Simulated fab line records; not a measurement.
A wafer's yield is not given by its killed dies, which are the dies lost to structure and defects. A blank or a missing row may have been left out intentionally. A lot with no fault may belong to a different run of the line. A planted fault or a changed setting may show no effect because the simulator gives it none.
Chamber matching / flow gf180mcu / 4 sister chambers for GF_V4_CMP_04 on cmp-02
The step polishes SiO2. 16 wafers are shown with their chamber, then 7 later ones without.

## EACH WAFER AND ITS CHAMBER
wafer=L515.1; chamber=0; motor current A (A)=14.2; time to endpoint s (s)=82; slurry flow ml min=150.4
wafer=L515.3; chamber=3; motor current A (A)=12.6; time to endpoint s (s)=85; slurry flow ml min=151.0
wafer=L515.6; chamber=3; motor current A (A)=12.1; time to endpoint s (s)=89; slurry flow ml min=150.2
wafer=L516.4; chamber=1; motor current A (A)=12.6; time to endpoint s (s)=80; slurry flow ml min=150.2
wafer=L516.5; chamber=1; motor current A (A)=13.1; time to endpoint s (s)=78; slurry flow ml min=149.9
wafer=L516.6; chamber=2; motor current A (A)=13.5; time to endpoint s (s)=82; slurry flow ml min=149.9
wafer=L519.4; chamber=1; motor current A (A)=13.3; time to endpoint s (s)=78; slurry flow ml min=149.3
wafer=L519.5; chamber=3; motor current A (A)=13.3; time to endpoint s (s)=91; slurry flow ml min=149.6
wafer=L519.6; chamber=0; motor current A (A)=13.6; time to endpoint s (s)=84; slurry flow ml min=149.8
wafer=L522.3; chamber=3; motor current A (A)=12.4; time to endpoint s (s)=82; slurry flow ml min=149.0
wafer=L522.4; chamber=0; motor current A (A)=14.3; time to endpoint s (s)=86; slurry flow ml min=150.9
wafer=L522.5; chamber=1; motor current A (A)=13.0; time to endpoint s (s)=76; slurry flow ml min=150.0
wafer=L523.1; chamber=2; motor current A (A)=14.1; time to endpoint s (s)=75; slurry flow ml min=150.0
wafer=L523.6; chamber=2; motor current A (A)=14.9; time to endpoint s (s)=86; slurry flow ml min=150.0
wafer=L532.1; chamber=2; motor current A (A)=14.6; time to endpoint s (s)=83; slurry flow ml min=149.5
wafer=L532.4; chamber=1; motor current A (A)=14.4; time to endpoint s (s)=80; slurry flow ml min=150.0

SIGNATURES, as means of the wafers listed above
reading=motor current A; chamber 0=14.033; chamber 1=13.280; chamber 2=14.275; chamber 3=12.600; scatter within a chamber=0.579
reading=time to endpoint s; chamber 0=84.00; chamber 1=78.40; chamber 2=81.50; chamber 3=86.75; scatter within a chamber=3.33
reading=slurry flow ml min; chamber 0=150.367; chamber 1=149.880; chamber 2=149.850; chamber 3=149.950; scatter within a chamber=0.535
Rule: a wafer lies at a distance from a chamber equal to the root of the sum of squares, over the readings, of (its reading less the chamber's mean, divided by the reading's scatter). If the next closest chamber is less than 2 further off than the closest, the wafer can't be placed; otherwise it belongs to the closest. The scatter: take each reading less its chamber's mean, square it, sum over the shown wafers, divide by the number of wafers less the number of chambers, and take the root.

## WAFERS WITH NO CHAMBER GIVEN
wafer=L532.6; motor current A (A)=13.6; time to endpoint s (s)=80; slurry flow ml min=149.8
wafer=L534.2; motor current A (A)=13.4; time to endpoint s (s)=84; slurry flow ml min=149.9
wafer=L534.4; motor current A (A)=13.9; time to endpoint s (s)=90; slurry flow ml min=149.1
wafer=L534.5; motor current A (A)=13.7; time to endpoint s (s)=85; slurry flow ml min=150.1
wafer=L536.1; motor current A (A)=12.7; time to endpoint s (s)=87; slurry flow ml min=150.6
wafer=L536.2; motor current A (A)=14.2; time to endpoint s (s)=84; slurry flow ml min=149.8
wafer=L536.5; motor current A (A)=12.5; time to endpoint s (s)=93; slurry flow ml min=150.4

## WHICH CHAMBER EACH ONE RAN IN
wafer=L532.6; from the rows above=can't be placed: 1 or 2 or 0 or 3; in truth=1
wafer=L534.2; from the rows above=can't be placed: 0 or 3 or 2 or 1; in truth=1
wafer=L534.4; from the rows above=can't be placed: 3 or 2 or 0 or 1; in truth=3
wafer=L534.5; from the rows above=can't be placed: 0 or 2 or 3 or 1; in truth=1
wafer=L536.1; from the rows above=can't be placed: 3 or 0 or 1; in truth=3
wafer=L536.2; from the rows above=can't be placed: 2 or 0 or 1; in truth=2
wafer=L536.5; from the rows above=can't be placed: 3 or 0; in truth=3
0 of 7 placed correctly. Cannot be placed on the basis of these rows: 7; the candidates contain the true chamber in 7. Placed wrongly: 0.
